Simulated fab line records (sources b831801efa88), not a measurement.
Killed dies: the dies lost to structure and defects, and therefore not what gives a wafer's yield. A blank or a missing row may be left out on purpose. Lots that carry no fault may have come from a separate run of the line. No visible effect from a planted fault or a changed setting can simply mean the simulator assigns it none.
Which tool did it?    flow gf180mcu    13 lots with 39 wafers sampled at 4 steps, on a route of 602 steps

WHAT THE GAUGES READ, wafer by wafer
GF_DUAL_GATE_THK_MEAS_03.
lot   measured      on             DUAL_GATE_OXIDATION_00_THK (nm)
L740  day 7 14:36   film_metro-01  10.88 10.86 10.82
L741  day 7 19:22   film_metro-02  11.06 10.72 10.71
L742  day 8 05:12   film_metro-01  11.10 11.14 10.96
L744  day 8 21:49   film_metro-01  10.96 11.01 10.94
L746  day 9 06:17   film_metro-02  11.05 11.34 11.00
L747  day 9 13:49   film_metro-01  10.76 10.67 10.85
L750  day 10 14:44  film_metro-02  12.25 12.25 12.04
L751  day 10 19:13  film_metro-01  12.19 12.06 12.05
L752  day 11 00:34  film_metro-02  11.16 11.20 11.19
L753  day 11 12:17  film_metro-04  10.99 10.99 10.79
L758  day 12 16:05  film_metro-01  10.71 10.80 10.67
L762  day 13 19:19  film_metro-01  10.97 10.96 11.08
L763  day 14 04:28  film_metro-01  10.71 10.45 10.59

GF_SALICIDE_THK_MEAS_05: measures by xrf.
lot   measured      on             SALICIDE_TIN_THK (nm)
L740  day 15 01:05  film_metro-03  20.17 20.49 20.04
L741  day 15 09:44  film_metro-03  19.89 20.00 19.98
L742  day 15 20:34  film_metro-01  20.05 20.07 20.03
L744  day 16 18:15  film_metro-01  20.09 20.45 20.03
L746  day 17 03:53  film_metro-01  20.08 19.51 20.22
L747  day 17 14:55  film_metro-02  20.13 20.41 19.93
L750  day 18 20:28  film_metro-03  19.89 20.25 19.82
L751  day 19 09:04  film_metro-02  20.27 20.18 20.17
L752  day 19 13:04  film_metro-03  19.99 19.86 20.27
L753  day 20 04:35  film_metro-02  20.07 20.12 19.61
L758  day 21 10:29  film_metro-02  19.47 20.01 20.01
L762  day 22 20:45  film_metro-01  20.18 20.15 20.18
L763  day 23 04:09  film_metro-03  19.70 19.98 19.54

TOOL THAT RAN EACH LOT (tool first, then ch and the chambers of the sampled wafers, then the start)
lot   GF_DUAL_GATE_OXIDATION_02      GF_SALICIDE_SPUTTER_03
L740  furnace-01 ch 0, day 7 13:10   pvd_sputter-04, day 15 00:57
L741  furnace-02 ch 0, day 7 17:55   pvd_sputter-03, day 15 09:35
L742  furnace-01 ch 0, day 8 03:45   pvd_sputter-03, day 15 20:25
L744  furnace-02 ch 0, day 8 20:22   pvd_sputter-02, day 16 18:07
L746  furnace-02 ch 0, day 9 04:50   pvd_sputter-04, day 17 03:44
L747  furnace-01 ch 0, day 9 12:23   pvd_sputter-02, day 17 14:47
L750  furnace-01 ch 0, day 10 13:17  pvd_sputter-03, day 18 20:19
L751  furnace-01 ch 0, day 10 17:47  pvd_sputter-03, day 19 08:56
L752  furnace-02 ch 0, day 10 23:07  pvd_sputter-04, day 19 12:55
L753  furnace-02 ch 0, day 11 10:50  pvd_sputter-04, day 20 04:26
L758  furnace-02 ch 0, day 12 14:38  pvd_sputter-02, day 21 10:20
L762  furnace-02 ch 0, day 13 17:51  pvd_sputter-03, day 22 20:35
L763  furnace-02 ch 0, day 14 03:01  pvd_sputter-02, day 23 03:59
- GF_DUAL_GATE_OXIDATION_02: stabilise 600 s, purge 300 s, target thk 10.887 nm.
- GF_SALICIDE_SPUTTER_03: material TiN, target thk 20 nm, time 16.7 s.

WHAT THE TOOLS THEMSELVES READ (means of the sampled wafers that have a number; where no wafer has one, the mark that the record gives instead)
GF_DUAL_GATE_OXIDATION_02.
lot   tool        ox_temp_c (C)  zone_power_upper_pct (%)
L740  furnace-01  900.3          17.1
L741  furnace-02  900.3          21.8
L742  furnace-01  899.9          17.2
L744  furnace-02  900.3          21.8
L746  furnace-02  900.4          21.7
L747  furnace-01  899.7          17.2
L750  furnace-01  899.9          17.1
L751  furnace-01  901.0          16.8
L752  furnace-02  900.0          21.8
L753  furnace-02  900.1          21.8
L758  furnace-02  900.0          21.5
L762  furnace-02  900.0          21.6
L763  furnace-02  900.0          21.6

GF_SALICIDE_SPUTTER_03.
lot   tool            throttle_valve_pct (%)
L740  pvd_sputter-04  29.8
L741  pvd_sputter-03  29.3
L742  pvd_sputter-03  30.2
L744  pvd_sputter-02  29.7
L746  pvd_sputter-04  29.1
L747  pvd_sputter-02  29.6
L750  pvd_sputter-03  29.7
L751  pvd_sputter-03  29.1
L752  pvd_sputter-04  29.3
L753  pvd_sputter-04  29.5
L758  pvd_sputter-02  29.6
L762  pvd_sputter-03  29.4
L763  pvd_sputter-02  29.5

THE ANSWER, worked out from the rows above alone
Rule: the usual values come from the lots themselves. The widest of any qualifying gaps counts: lots, ordered by their means at a reading, are off when they make up no more than a third of the lots, leave a main group of 4 or more, and stand apart from it by 3 or more times the standard deviation of that group's means. If all means in a main group match to the digits the tables above print for the reading, that group is not used. Also off: a lot with no number at a reading for which 4 or more lots have one. Where the step has rows for the other lots, those lots are counted as sound. Order of review: gauges by route order, followed by the tools' own readings, for which a lot's mean as printed above is used. At the first step where some lot is off, the reading lying furthest off is the one used; lots without a number count as furthest.
Off: at GF_DUAL_GATE_THK_MEAS_03 (DUAL_GATE_OXIDATION_00_THK), L750, L751. Mean 10.91 nm and standard deviation 0.17 in the main group.
A tool fits if, at a process step before that reading, it ran every lot that is off, and no sound lot after the first of them. The gauges at GF_DUAL_GATE_THK_MEAS_03 are tried like those tools. One fits: GF_DUAL_GATE_OXIDATION_02 on furnace-01. A fault onset in the window from L747 (day 9 12:23, its last sound lot) to L750 (day 10 13:17, its first lot off) fits.

WHAT THE SIMULATOR HAD INSERTED
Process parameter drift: furnace-01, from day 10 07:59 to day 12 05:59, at GF_DUAL_GATE_OXIDATION_02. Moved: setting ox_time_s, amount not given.
Shown lots that were struck: L750, L751. The rule given above showed the same thing.
